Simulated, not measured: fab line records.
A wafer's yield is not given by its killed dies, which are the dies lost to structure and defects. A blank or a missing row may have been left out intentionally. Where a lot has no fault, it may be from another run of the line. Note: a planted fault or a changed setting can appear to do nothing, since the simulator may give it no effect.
A lot that was struck, set against a sound lot :: flow gf180mcu :: 23 steps out of a route of 602
Sound: wafers L823.1, L823.4, L823.6. Wafers L841.1, L841.4, L841.6 were the ones struck. At the end, the cause is stated.
Per side, at each step with rows, come the tool, then ch with its chambers, and then its first start. Under that, the readings that differ: sound wafers :: struck wafers :: difference of the means :: sigmas: that difference in standard deviations of wafers without a fault.
alike: a reading whose means differ by less than 2 such deviations, as well as words and numbers matching on both sides. not compared: withheld readings; readings where some wafer has no value; bounds like >300 that might hide an equal value; numbers whose values overlap and for which the record gives no deviation.
Wherever a step has rows on one side only, a row that says differs or no value, or a row with sigmas, the two part there. Numbers that have no deviation but don't overlap get no sigmas and don't part them. A reading that every wafer of one side lacks parts them only if that side has two wafers or more.

first, 4 steps without rows for these wafers: GF_NSD_SOFTBAKE_03 (time 60 s); GF_NSD_EXPOSE_04 (exposes mask Nplus, target cd 400 nm); GF_NSD_PEB_05; GF_NSD_DEVELOP_06 (develop time 60 s).
GF_NSD_CD_MEAS_07: the cd target is 400 nm.
  sound: cd_sem-01 at day 14 14:05; struck: cd_sem-02 at day 21 02:59
  alike: cd_nm
GF_NSD_OVL_MEAS_08:
  sound: overlay-01 at day 14 14:12; struck: overlay-01 at day 21 03:06
  alike: NSD_OVL
then, 2 steps without rows for these wafers: GF_NSD_IMPLANT_09; GF_NSD_IMPLANT_10.
GF_NSD_STRIP_11: strips in O2/N2.
  sound on plasma_asher-04 ch 0, day 14 14:32; struck on plasma_asher-01 ch 0,1, day 21 03:26
reading: heater_power_w (W)
sound: 288 292 296
struck: 387 371 387
difference: +90
sigmas: +2
  alike: chamber_pressure_mTorr, drypump_motor_current_A, o2_flow_sccm, oes_product_au, strip_time_to_endpoint_s
  not compared: rf_hours_counter_h
GF_NSD_TW_MEAS_12:
  sound: film_metro-03 at day 14 14:38; struck: film_metro-03 at day 21 03:32
  alike: NSD_TW
then, 2 steps without rows for these wafers: GF_PSD_DEHYDRATE_00 (time 60 s); GF_PSD_HMDS_01 (prime time 60 s).
GF_PSD_COAT_02: resist thk 1000 nm.
  sound on litho_track-02 ch 0, day 15 01:23; struck on litho_track-02 ch 0, day 21 15:04
reading: model.NOVOLAK_of_PSD_COAT_02.thk_nm (nm)
sound: 993.7 994.8 996.2
struck: 1039 1041 1041
difference: +45
sigmas: 
  alike: exhaust_pa
then, 3 steps without rows for these wafers: GF_PSD_SOFTBAKE_03 (time 60 s); GF_PSD_EXPOSE_04 (exposes mask Pplus, target cd 400 nm); GF_PSD_PEB_05.
GF_PSD_DEVELOP_06: develop time 60 s.
  sound on litho_track-04 ch 0, day 15 12:08; struck on litho_track-01 ch 0, day 22 03:08
reading: model.NOVOLAK_of_PSD_COAT_02.thk_nm (nm)
sound: 993.3 994.4 995.8
struck: 1038 1040 1041
difference: +45
sigmas: 
  alike: exhaust_pa
GF_PSD_CD_MEAS_07: the cd target is 400 nm.
  sound: cd_sem-01 at day 15 12:17; struck: cd_sem-02 at day 22 03:17
reading: cd_nm (nm)
sound: 404.4 401.8 402.5
struck: 395.1 395.0 396.8
difference: -7.3
sigmas: -3
GF_PSD_OVL_MEAS_08:
  sound: overlay-01 at day 15 12:24; struck: overlay-02 at day 22 03:24
reading: PSD_OVL (nm)
sound: -1.1 -1.4 -4.1
struck: 2.0 2.0 1.5
difference: +4.0
sigmas: +3
then, 1 step without rows for these wafers: GF_PSD_IMPLANT_09.
GF_PSD_STRIP_10: strips in O2/N2.
  sound on plasma_asher-03 ch 1, day 15 12:35; struck on plasma_asher-04 ch 0, day 22 03:35
reading: strip_time_to_endpoint_s (s)
sound: 16.45 16.46 16.46
struck: 16.97 17.00 17.02
difference: +0.54
sigmas: +15
  alike: chamber_pressure_mTorr, drypump_motor_current_A, heater_power_w, o2_flow_sccm, oes_product_au
  not compared: rf_hours_counter_h
GF_PSD_TW_MEAS_11:
  sound: film_metro-03 at day 15 12:41; struck: film_metro-02 at day 22 03:41
  alike: PSD_TW
then, 1 step without rows for these wafers: GF_PASSIVATION_PROBE_99.

## WHERE THEY PART
Last at GF_PSD_STRIP_10 as far as this record goes, first at GF_NSD_STRIP_11. Later steps at which nothing parts them and some readings are alike: GF_PSD_TW_MEAS_11.

WHY: the cause the simulator had injected
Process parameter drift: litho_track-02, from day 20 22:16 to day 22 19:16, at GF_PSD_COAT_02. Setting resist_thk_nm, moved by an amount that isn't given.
